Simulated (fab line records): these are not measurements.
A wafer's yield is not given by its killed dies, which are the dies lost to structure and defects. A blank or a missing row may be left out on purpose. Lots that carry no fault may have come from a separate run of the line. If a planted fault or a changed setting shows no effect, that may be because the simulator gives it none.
Matching of chambers || flow gf180mcu || GF_V3_CMP_26 on cmp-02: 4 sister chambers
The step polishes, stops on SiO2, t overpolish 15 s, target thk 0 nm. 8 wafers are shown with their chamber, then 7 later ones without.

WAFERS WITH THEIR CHAMBER
{"wafer": "L595.1", "chamber": 2, "motorCurrentA (A)": 10.3, "timeToEndpointS (s)": 85}
{"wafer": "L595.3", "chamber": 1, "motorCurrentA (A)": 11.9, "timeToEndpointS (s)": 86}
{"wafer": "L595.4", "chamber": 3, "motorCurrentA (A)": 11.1, "timeToEndpointS (s)": 83}
{"wafer": "L597.1", "chamber": 1, "motorCurrentA (A)": 12.2, "timeToEndpointS (s)": 86}
{"wafer": "L597.3", "chamber": 0, "motorCurrentA (A)": 12.4, "timeToEndpointS (s)": 83}
{"wafer": "L597.4", "chamber": 3, "motorCurrentA (A)": 11.0, "timeToEndpointS (s)": 82}
{"wafer": "L602.1", "chamber": 2, "motorCurrentA (A)": 10.7, "timeToEndpointS (s)": 87}
{"wafer": "L602.2", "chamber": 0, "motorCurrentA (A)": 12.6, "timeToEndpointS (s)": 87}

WAFERS MISSING THEIR CHAMBER
{"wafer": "L602.5", "motorCurrentA (A)": 13.1, "timeToEndpointS (s)": 85}
{"wafer": "L603.3", "motorCurrentA (A)": 11.1, "timeToEndpointS (s)": 84}
{"wafer": "L603.5", "motorCurrentA (A)": 10.8, "timeToEndpointS (s)": 87}
{"wafer": "L603.6", "motorCurrentA (A)": 11.2, "timeToEndpointS (s)": 82}
{"wafer": "L605.1", "motorCurrentA (A)": 11.0, "timeToEndpointS (s)": 87}
{"wafer": "L605.5", "motorCurrentA (A)": 10.7, "timeToEndpointS (s)": 84}
{"wafer": "L605.6", "motorCurrentA (A)": 10.3, "timeToEndpointS (s)": 87}

WHICH CHAMBER EACH ONE RAN IN
{"wafer": "L602.5", "from the rows above": 0, "in truth": 0}
{"wafer": "L603.3", "from the rows above": 3, "in truth": 3}
{"wafer": "L603.5", "from the rows above": "can't be placed: 2 or 3", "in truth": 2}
{"wafer": "L603.6", "from the rows above": 3, "in truth": 3}
{"wafer": "L605.1", "from the rows above": "can't be placed: 2 or 3", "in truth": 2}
{"wafer": "L605.5", "from the rows above": "can't be placed: 2 or 3", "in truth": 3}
{"wafer": "L605.6", "from the rows above": 2, "in truth": 2}
Correct placement for 4 of the 7. These rows do not allow placing 3 (true chamber among the candidates in 3). Number placed wrongly: 0.
How it was worked out, from the rows above alone: a wafer's distance from a chamber is the root of the sum, over the readings, of the square of ((its reading less the chamber's mean) divided by the reading's scatter). If the next closest chamber is less than 2 further off than the closest, the wafer can't be placed; otherwise it belongs to the closest. The mean given for a chamber averages the wafers shown for that chamber. How the scatter is found: for the shown wafers, subtract from each reading the mean of its chamber, square and add these, divide the total by (wafers less chambers), then take the root.
